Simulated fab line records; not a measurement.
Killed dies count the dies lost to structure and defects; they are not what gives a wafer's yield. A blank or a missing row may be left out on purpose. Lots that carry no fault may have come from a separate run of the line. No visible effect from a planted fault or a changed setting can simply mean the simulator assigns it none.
A struck lot beside a sound one | flow sky130 | 17 out of 708 route steps
Sound: wafers L436.1, L436.4, L436.5. Struck: wafers L447.1, L447.6. (L447.2 of the same lot was not struck and is left out.) The cause comes at the end.
For every step that has rows: the tool of each side, followed by ch and its chambers, followed by its first start. Under that, the readings that differ: sound wafers | struck wafers | difference of the means | sigmas: that difference in standard deviations of wafers without a fault.
alike: readings with means less than 2 such deviations apart, plus words and numbers identical on both sides. not compared: withheld readings, readings lacking a value on some wafer, bounds such as >300 that could conceal the same value, and numbers that have no deviation in the record and whose values overlap.
Wherever a step has rows on one side only, a row that says differs or no value, or a row with sigmas, the two part there. Non-overlapping numbers with no deviation appear without sigmas and do not part them. A reading that every wafer of one side lacks parts them only if that side has two wafers or more.

first, 3 steps without rows for these wafers: SKY_LI_CONTACT_EXPOSE_09 (exposes mask LICM1, target cd 170 nm); SKY_LI_CONTACT_PEB_10; SKY_LI_CONTACT_DEVELOP_11 (develop time 60 s).
SKY_LI_CONTACT_CD_MEAS_12: target cd 170 nm.
  struck on cd-sem-02, day 33 01:28; sound on cd-sem-02, day 28 20:51
  reading    | sound             | struck      | difference | sigmas
  cd-nm (nm) | 170.3 171.2 171.4 | 167.1 167.6 | -3.6       | -2
SKY_LI_CONTACT_OVL_MEAS_13:
  struck on overlay-01, day 33 01:35; sound on overlay-01, day 28 20:58
  reading             | sound    | struck | difference | sigmas
  LI_CONTACT_OVL (nm) | -2 -6 -6 | 16 12  | +19        | +3
SKY_LI_CONTACT_ETCH_14: etches BARC in N2/H2, stops on SiO2, time 45.9 s, target depth 60 nm.
  sound on rie-diel-02 ch 0,1,2, day 28 21:00; struck on rie-diel-02 ch 1,3, day 33 01:37
  alike: drypump-motor-current-A, n2-flow-sccm, oes-product-au, throttle-valve-pct
  not compared: rf-hours-counter-h
SKY_LI_CONTACT_ETCH_15: etches PSG in C4F8/O2/Ar, stops on Si, target depth 600 nm.
  sound on rie-diel-02 ch 0,1,2, day 28 21:02; struck on rie-diel-02 ch 1,3, day 33 01:40
  alike: oes-product-au
then, 3 steps without rows for these wafers: SKY_LI_CONTACT_STRIP_16 (strips in O2/N2); SKY_LI_CONTACT_CLEAN_17 (cleans in NMP, time 600 s); SKY_LI_CONTACT_PRE_CLEAN_18 (time 5.6 s).
SKY_LI_CONTACT_SPUTTER_19: material Ti, target thk 20 nm, time 106.37 s.
  struck on pvd-sputter-01, day 33 02:02; sound on pvd-sputter-01, day 28 21:25
  alike: throttle-valve-pct
SKY_LI_CONTACT_SPUTTER_20: material TiN, target thk 20 nm, time 80 s.
  struck on pvd-sputter-01, day 33 02:07; sound on pvd-sputter-01, day 28 21:30
  alike: throttle-valve-pct
SKY_LI_CONTACT_CVD_21: deposits W, target thk 400 nm, time 120.56 s.
  sound on cvd-w-02 ch 0, day 28 21:34; struck on cvd-w-01 ch 1, day 33 02:11
  reading                                  | sound             | struck      | difference | sigmas
  chamber-pressure-Torr (Torr)             | 39.83 39.92 39.80 | 34.92 34.96 | -4.91      | -56
  heater-power-outer-w (W)                 | 415 408 415       | 567 572     | +157       | +3
  heater-power-w (W)                       | 701 702 699       | 902 867     | +184       | +2
  model.W_of_LI_CONTACT_CVD_21.thk-nm (nm) | 403.4 412.6 406.8 | 371.2 373.6 | -35.2      |
  not compared: since-wet-clean-h
SKY_LI_CONTACT_RS_MEAS_22: measures by four-point-probe.
  struck on film-metro-04, day 33 02:35; sound on film-metro-01, day 28 21:41
  reading                  | sound             | struck      | difference | sigmas
  LI_CONTACT_W_RS (ohm/sq) | 0.282 0.275 0.280 | 0.308 0.305 | +0.027     | +8
  not compared: hold
SKY_LI_CONTACT_THK_MEAS_23: measures by xrf.
  struck on film-metro-02, day 33 09:16; sound on film-metro-01, day 28 21:49
  reading               | sound       | struck  | difference | sigmas
  LI_CONTACT_W_THK (nm) | 390 398 393 | 363 368 | -28        | -4
  not compared: hold
SKY_LI_CONTACT_CMP_24: polishes, stops on PSG, t overpolish 20 s, target thk 0 nm.
  sound on cmp-02 ch 0,2,3, day 28 21:55; struck on cmp-01 ch 2,3, day 33 12:02
  reading | sound | struck                                            | difference                   | sigmas
  hold    | - - - | await-dispo/2.7h/release await-dispo/2.7h/release | no value on the sound wafers |
  alike: motor-current-A, slurry-flow-ml-min
-- here the record skips 15 days between the struck wafers' starts before and after, leaving off in module LI_CONTACT and picking up in module PAD_OPEN (first step shown: number 708 of the route) --
SKY_PAD_OPEN_PROBE_99:
  rows exist in the record for the struck wafers here (prober-02, day 48 20:08), but not for the sound ones

== WHERE THEY PART ==
Last at SKY_PAD_OPEN_PROBE_99 as far as this record goes, first at SKY_LI_CONTACT_CD_MEAS_12.

WHY: what the simulator had put in
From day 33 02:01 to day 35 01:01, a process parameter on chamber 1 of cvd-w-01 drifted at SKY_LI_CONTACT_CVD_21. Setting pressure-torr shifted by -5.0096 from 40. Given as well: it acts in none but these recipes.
